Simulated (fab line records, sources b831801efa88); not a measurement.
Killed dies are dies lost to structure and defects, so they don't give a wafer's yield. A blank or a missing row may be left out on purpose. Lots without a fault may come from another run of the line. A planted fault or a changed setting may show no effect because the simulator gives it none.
Which tool did it? | flow gf180mcu | 12 lots, 36 wafers sampled, at 5 steps of a route of 602

WHAT THE GAUGES READ, wafer by wafer
GF_M1_THK_MEAS_06: measures by xrf. Usual: M1_ALCU_THK 452 nm, standard deviation 5.3.
lot  | measured     | on            | M1_ALCU_THK (nm) | flag
L201 | day 16 22:52 | film_metro-01 | 448 452 452      |
L204 | day 17 15:41 | film_metro-02 | 462 456 455      |
L205 | day 17 21:43 | film_metro-03 | 450 455 454      |
L207 | day 18 20:58 | film_metro-03 | 449 447 446      |
L208 | day 18 21:41 | film_metro-01 | 443 449 449      |
L210 | day 19 09:08 | film_metro-02 | 471 471 472      | OFF
L211 | day 19 21:07 | film_metro-01 | 470 468 470      | OFF
L216 | day 21 23:10 | film_metro-01 | 447 448 454      |
L218 | day 22 13:53 | film_metro-02 | 455 451 456      |
L219 | day 23 03:41 | film_metro-01 | 459 461 458      |
L221 | day 23 09:20 | film_metro-03 | 450 460 452      |
L222 | day 23 22:49 | film_metro-03 | 449 455 452      |

WHICH TOOL RAN EACH LOT (tool, then ch and the chambers of the sampled wafers, then the start)
lot  | GF_SAB_ETCH_11                     | GF_SALICIDE_RTA_08               | GF_M1_SPUTTER_01             | GF_M1_SPUTTER_04
L201 | rie_diel-02 ch 0,3, day 15 19:57   | rtp_anneal-02 ch 0, day 15 20:46 | pvd_sputter-01, day 16 22:37 | pvd_sputter-01, day 16 22:41
L204 | rie_diel-04 ch 0,2,3, day 16 13:33 | rtp_anneal-02 ch 0, day 16 14:23 | pvd_sputter-03, day 17 15:26 | pvd_sputter-03, day 17 15:31
L205 | rie_diel-04 ch 1,2,3, day 16 20:06 | rtp_anneal-01 ch 0, day 16 20:53 | pvd_sputter-01, day 17 21:28 | pvd_sputter-01, day 17 21:32
L207 | rie_diel-02 ch 0,2,3, day 17 17:20 | rtp_anneal-01 ch 0, day 17 18:05 | pvd_sputter-03, day 18 20:43 | pvd_sputter-03, day 18 20:48
L208 | rie_diel-04 ch 0,2,3, day 17 18:03 | rtp_anneal-02 ch 0, day 17 18:49 | pvd_sputter-01, day 18 21:27 | pvd_sputter-01, day 18 21:32
L210 | rie_diel-04 ch 1,3, day 18 06:00   | rtp_anneal-02 ch 0, day 18 06:47 | pvd_sputter-03, day 19 08:53 | pvd_sputter-03, day 19 08:58
L211 | rie_diel-04 ch 0,1,3, day 18 18:53 | rtp_anneal-02 ch 0, day 18 19:38 | pvd_sputter-03, day 19 20:52 | pvd_sputter-03, day 19 20:57
L216 | rie_diel-04 ch 0,3, day 20 19:38   | rtp_anneal-01 ch 0, day 20 20:35 | pvd_sputter-01, day 21 22:53 | pvd_sputter-01, day 21 22:58
L218 | rie_diel-02 ch 0,2, day 21 11:23   | rtp_anneal-02 ch 0, day 21 12:09 | pvd_sputter-04, day 22 13:38 | pvd_sputter-04, day 22 13:43
L219 | rie_diel-03 ch 2,3, day 22 00:50   | rtp_anneal-01 ch 0, day 22 01:35 | pvd_sputter-03, day 23 03:27 | pvd_sputter-03, day 23 03:32
L221 | rie_diel-03 ch 0,2,3, day 22 06:14 | rtp_anneal-02 ch 0, day 22 06:59 | pvd_sputter-04, day 23 09:05 | pvd_sputter-04, day 23 09:10
L222 | rie_diel-04 ch 1,3, day 22 20:08   | rtp_anneal-02 ch 0, day 22 20:56 | pvd_sputter-03, day 23 22:34 | pvd_sputter-03, day 23 22:39
- GF_SAB_ETCH_11: etches SiO2 in C4F8/O2/Ar, target depth 55 nm, time 8.5 s.
- GF_SALICIDE_RTA_08: time 30 s.
- GF_M1_SPUTTER_01: material TiN, target thk 30 nm, time 25 s.
- GF_M1_SPUTTER_04: material TiN, target thk 50 nm, time 41.7 s.

WHAT THE TOOLS THEMSELVES READ (means of the sampled wafers that have a number; where no wafer has one, the mark that the record gives instead)
GF_SAB_ETCH_11. Usual: oes_product_au 0.996 a.u., standard deviation 0.011.
lot  | tool        | oes_product_au (a.u.) | flag
L201 | rie_diel-02 | 0.992                 |
L204 | rie_diel-04 | 0.992                 |
L205 | rie_diel-04 | 0.989                 |
L207 | rie_diel-02 | 0.992                 |
L208 | rie_diel-04 | 0.995                 |
L210 | rie_diel-04 | 0.997                 |
L211 | rie_diel-04 | 1.002                 |
L216 | rie_diel-04 | 1.004                 |
L218 | rie_diel-02 | 1.001                 |
L219 | rie_diel-03 | 1.007                 |
L221 | rie_diel-03 | 1.007                 |
L222 | rie_diel-04 | 0.998                 |

GF_SALICIDE_RTA_08. Usual: lamp_power_pct 16.9 %, standard deviation 2.8; wafer_temp_C_max 802.9, standard deviation 0.62.
lot  | tool          | lamp_power_pct (%) | wafer_temp_C_max | flag
L201 | rtp_anneal-02 | 14.5               | 802.9            |
L204 | rtp_anneal-02 | 14.5               | 802.5            |
L205 | rtp_anneal-01 | 20.3               | 802.4            |
L207 | rtp_anneal-01 | 20.2               | 802.3            |
L208 | rtp_anneal-02 | 14.5               | 802.4            |
L210 | rtp_anneal-02 | 14.5               | 803.3            |
L211 | rtp_anneal-02 | 14.5               | 803.0            |
L216 | rtp_anneal-01 | 20.2               | 802.2            |
L218 | rtp_anneal-02 | 14.5               | 803.5            |
L219 | rtp_anneal-01 | 20.3               | 802.8            |
L221 | rtp_anneal-02 | 14.5               | 803.4            |
L222 | rtp_anneal-02 | 14.5               | 803.3            |

GF_M1_SPUTTER_01. Usual: throttle_valve_pct 30.6 %, standard deviation 0.68.
lot  | tool           | throttle_valve_pct (%) | flag
L201 | pvd_sputter-01 | 30.5                   |
L204 | pvd_sputter-03 | 30.8                   |
L205 | pvd_sputter-01 | 30.6                   |
L207 | pvd_sputter-03 | 30.6                   |
L208 | pvd_sputter-01 | 30.3                   |
L210 | pvd_sputter-03 | 30.7                   |
L211 | pvd_sputter-03 | 31.0                   |
L216 | pvd_sputter-01 | 30.3                   |
L218 | pvd_sputter-04 | 29.9                   |
L219 | pvd_sputter-03 | 30.7                   |
L221 | pvd_sputter-04 | 30.0                   |
L222 | pvd_sputter-03 | 30.6                   |

GF_M1_SPUTTER_04. Usual: throttle_valve_pct 30.6 %, standard deviation 0.69.
lot  | tool           | throttle_valve_pct (%) | flag
L201 | pvd_sputter-01 | 30.5                   |
L204 | pvd_sputter-03 | 30.7                   |
L205 | pvd_sputter-01 | 30.5                   |
L207 | pvd_sputter-03 | 30.5                   |
L208 | pvd_sputter-01 | 30.6                   |
L210 | pvd_sputter-03 | 30.7                   |
L211 | pvd_sputter-03 | 31.0                   |
L216 | pvd_sputter-01 | 30.5                   |
L218 | pvd_sputter-04 | 29.9                   |
L219 | pvd_sputter-03 | 30.6                   |
L221 | pvd_sputter-04 | 30.1                   |
L222 | pvd_sputter-03 | 30.5                   |

THE ANSWER, worked out from the rows above alone
Rule: a lot is off if the mean of its wafers that have a number lies more than 3 standard deviations from the usual mean. A lot without any number at a reading at which 4 lots or more have one is off too. The other lots that the step has rows for count as sound. The gauges are gone through in route order, then the tools' own readings, and for those a lot's mean is taken as printed above. The first step at which some lot is off is used, and at that step the reading that is off furthest; a lot without a number counts as furthest.
Off: L210, L211, at GF_M1_THK_MEAS_06 (M1_ALCU_THK).
A tool fits if, at a process step before that reading, it ran every lot that is off, and no sound lot after the first of them. The gauges at GF_M1_THK_MEAS_06 are tried like those tools. None of those tried fits.

WHAT THE SIMULATOR HAD PUT IN
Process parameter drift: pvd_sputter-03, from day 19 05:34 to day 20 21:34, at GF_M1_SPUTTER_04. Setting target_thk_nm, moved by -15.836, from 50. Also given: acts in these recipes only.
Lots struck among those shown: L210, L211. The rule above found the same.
